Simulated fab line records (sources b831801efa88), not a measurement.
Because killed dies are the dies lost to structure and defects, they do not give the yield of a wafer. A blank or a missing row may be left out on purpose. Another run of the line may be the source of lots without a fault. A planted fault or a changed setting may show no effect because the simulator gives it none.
Which of the tools did it? | flow sky130 | 30 wafers from 10 lots sampled at 4 of the route's 708 steps

== WHAT EACH GAUGE READ, for each wafer ==
SKY_SONOS_ONO_THK_MEAS_05. Usual: SONOS_ONO_CVD_04_THK typically reads 5.66 nm, with standard deviation 0.11.
lot  | measured     | on            | SONOS_ONO_CVD_04_THK (nm) | flag
L263 | day 12 17:43 | film-metro-01 | 5.49 5.53 5.43            |
L265 | day 13 09:24 | film-metro-03 | 5.52 5.61 5.53            |
L268 | day 14 05:34 | film-metro-04 | 5.54 5.52 5.58            |
L269 | day 14 13:04 | film-metro-03 | 5.81 5.69 5.81            |
L270 | day 15 07:07 | film-metro-03 | 5.71 5.79 5.77            |
L278 | day 17 17:34 | film-metro-04 | 5.67 5.77 5.60            |
L279 | day 17 19:49 | film-metro-04 | 5.90 5.78 5.76            |
L280 | day 18 00:04 | film-metro-01 | 5.57 5.53 5.60            |
L281 | day 18 10:14 | film-metro-04 | 5.71 5.45 5.62            |
L283 | day 19 06:08 | film-metro-04 | 5.76 5.60 5.78            |

SKY_POLY_GATE_THK_MEAS_04. Usual: POLY_GATE_CVD_03_THK typically reads 75.2 nm, with standard deviation 0.76.
lot  | measured     | on            | POLY_GATE_CVD_03_THK (nm) | flag
L263 | day 16 10:46 | film-metro-01 | 74.2 74.3 74.5            |
L265 | day 17 04:19 | film-metro-04 | 74.8 74.8 75.2            |
L268 | day 18 02:22 | film-metro-04 | 135.3 136.5 135.8         | OFF
L269 | day 18 07:52 | film-metro-02 | 136.1 135.6 136.8         | OFF
L270 | day 19 07:11 | film-metro-04 | 136.3 136.3 135.9         | OFF
L278 | day 21 20:24 | film-metro-02 | 76.7 75.9 76.1            |
L279 | day 22 00:32 | film-metro-01 | 74.9 74.8 74.3            |
L280 | day 22 11:52 | film-metro-04 | 75.0 74.8 74.7            |
L281 | day 22 15:29 | film-metro-02 | 74.6 75.0 75.1            |
L283 | day 23 07:54 | film-metro-01 | 75.7 75.7 74.9            |

== TOOL THAT RAN EACH LOT (tool first, then ch and the chambers of the sampled wafers, then the start) ==
lot  | SKY_VT_ADJUST_HVTP_STRIP_10          | SKY_POLY_GATE_CVD_03
L263 | plasma-asher-04 ch 0,1, day 6 23:56  | lpcvd-02 ch 0, day 16 09:24
L265 | plasma-asher-02 ch 0,1, day 7 11:47  | lpcvd-02 ch 1, day 17 02:58
L268 | plasma-asher-02 ch 0,1, day 8 04:17  | lpcvd-02 ch 1, day 18 01:01
L269 | plasma-asher-04 ch 0,1, day 8 12:35  | lpcvd-02 ch 0, day 18 06:30
L270 | plasma-asher-04 ch 0,1, day 9 01:10  | lpcvd-02 ch 1, day 19 05:48
L278 | plasma-asher-02 ch 0,1, day 10 22:52 | lpcvd-02 ch 1, day 21 19:01
L279 | plasma-asher-04 ch 0,1, day 11 01:02 | lpcvd-02 ch 1, day 21 23:11
L280 | plasma-asher-02 ch 0,1, day 11 06:41 | lpcvd-02 ch 1, day 22 10:30
L281 | plasma-asher-02 ch 0,1, day 11 12:32 | lpcvd-02 ch 1, day 22 14:07
L283 | plasma-asher-04 ch 0,1, day 12 02:50 | lpcvd-02 ch 0, day 23 06:33
- SKY_VT_ADJUST_HVTP_STRIP_10: strips in O2/N2.
- SKY_POLY_GATE_CVD_03: deposits Si3N4 from DCS/NH3, target thk 75 nm, time 1290 s.

== WHAT THE TOOLS THEMSELVES READ (means of the sampled wafers that have a number; where no wafer has one, the mark that the record gives instead) ==
SKY_VT_ADJUST_HVTP_STRIP_10. Usual: drypump-motor-current-A 5.5 A, standard deviation 0.32; o2-flow-sccm 2999 sccm, standard deviation 8.9; oes-product-au 0.715 a.u., standard deviation 0.0045; strip-time-to-endpoint-s 14.19 s, standard deviation 0.036.
lot  | tool            | drypump-motor-current-A (A) | o2-flow-sccm (sccm) | oes-product-au (a.u.) | strip-time-to-endpoint-s (s) | flag
L263 | plasma-asher-04 | 5.3                         | 3000                | 0.715                 | 14.19                        |
L265 | plasma-asher-02 | 5.5                         | 3000                | 0.713                 | 14.15                        |
L268 | plasma-asher-02 | 5.4                         | 2997                | 0.716                 | 14.15                        |
L269 | plasma-asher-04 | 5.4                         | 2989                | 0.715                 | 14.14                        |
L270 | plasma-asher-04 | 5.3                         | 2998                | 0.716                 | 14.17                        |
L278 | plasma-asher-02 | 5.5                         | 2999                | 0.721                 | 14.18                        |
L279 | plasma-asher-04 | 5.7                         | 3009                | 0.713                 | 14.17                        |
L280 | plasma-asher-02 | 5.5                         | 2999                | 0.713                 | 14.24                        |
L281 | plasma-asher-02 | 5.4                         | 2988                | 0.720                 | 14.21                        |
L283 | plasma-asher-04 | 5.7                         | 3001                | 0.715                 | 14.20                        |

== THE ANSWER, worked out from the rows above alone ==
Rule: lot off if the mean of its wafers having a number is beyond 3 standard deviations from the usual mean. Also off: a lot with no number at a reading for which 4 or more lots have one. The other lots that the step has rows for count as sound. Order of review: gauges by route order, followed by the tools' own readings, for which a lot's mean as printed above is used. At the first step where some lot is off, the reading lying furthest off is the one used; lots without a number count as furthest.
Off: at SKY_POLY_GATE_THK_MEAS_04 (POLY_GATE_CVD_03_THK), L268, L269, L270.
If a tool, at a process step before that reading, ran all the lots that are off and no sound lot after the first of them, it fits. Those tools and the gauges at SKY_POLY_GATE_THK_MEAS_04 are tried in the same way. Of those tried, none fits.

== WHAT WAS PUT IN BY THE SIMULATOR ==
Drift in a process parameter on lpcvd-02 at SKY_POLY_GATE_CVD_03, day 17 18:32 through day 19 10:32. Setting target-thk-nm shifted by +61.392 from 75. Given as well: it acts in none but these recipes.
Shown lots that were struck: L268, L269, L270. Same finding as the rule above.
